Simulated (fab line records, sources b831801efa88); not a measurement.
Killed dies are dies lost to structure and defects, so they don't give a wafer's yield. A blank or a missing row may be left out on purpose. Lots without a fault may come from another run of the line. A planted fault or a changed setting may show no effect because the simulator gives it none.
Chamber matching | flow gf180mcu | GF_V2_CMP_04 on cmp-01: 4 sister chambers
The step polishes SiO2. 16 wafers are shown with their chamber, then 8 later ones without.

WAFERS WITH THEIR CHAMBER
wafer  | chamber | motor_current_A (A) | time_to_endpoint_s (s)
L590.2 | 1       | 11.3                | 68
L590.3 | 3       | 11.6                | 72
L590.6 | 3       | 12.0                | 81
L593.3 | 3       | 10.9                | 77
L593.4 | 2       | 12.3                | 90
L593.5 | 2       | 12.8                | 82
L594.1 | 0       | 13.1                | 79
L594.4 | 3       | 11.9                | 83
L594.5 | 2       | 12.4                | 79
L596.1 | 3       | 11.6                | 79
L596.2 | 0       | 12.8                | 74
L596.3 | 2       | 12.5                | 83
L597.1 | 3       | 11.3                | 74
L597.2 | 0       | 13.3                | 75
L597.6 | 1       | 11.4                | 81
L598.1 | 0       | 13.2                | 74

SIGNATURES (means of the wafers above)
reading            | chamber 0 | chamber 1 | chamber 2 | chamber 3 | scatter within a chamber
motor_current_A    | 13.100    | 11.350    | 12.500    | 11.550    | 0.303
time_to_endpoint_s | 75.50     | 74.50     | 83.50     | 77.67     | 4.6
Rule: a wafer's distance from a chamber is the root of the sum, over the readings, of the square of ((its reading less the chamber's mean) divided by the reading's scatter). The wafer belongs to the nearest chamber; if the next one is less than 2 further off, it can't be placed. The scatter: the root of (the sum of the squares of (reading less its chamber's mean) over the shown wafers, divided by (wafers less chambers)).

WAFERS WITHOUT THEIR CHAMBER
wafer  | motor_current_A (A) | time_to_endpoint_s (s)
L598.3 | 11.3                | 80
L598.5 | 13.8                | 76
L611.2 | 12.8                | 72
L611.3 | 11.7                | 76
L611.5 | 13.5                | 76
L613.2 | 13.3                | 65
L613.3 | 11.3                | 64
L613.5 | 12.8                | 77

WHICH CHAMBER EACH WENT THROUGH
wafer  | from the rows above     | in truth
L598.3 | can't be placed: 3 or 1 | 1
L598.5 | 0                       | 0
L611.2 | can't be placed: 0 or 2 | 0
L611.3 | can't be placed: 3 or 1 | 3
L611.5 | 0                       | 0
L613.2 | 0                       | 0
L613.3 | can't be placed: 1 or 3 | 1
L613.5 | can't be placed: 0 or 2 | 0
Placed correctly: 3 of 8. Can't be placed from these rows: 5 (the true chamber is among the candidates in 5). Placed wrongly: 0.
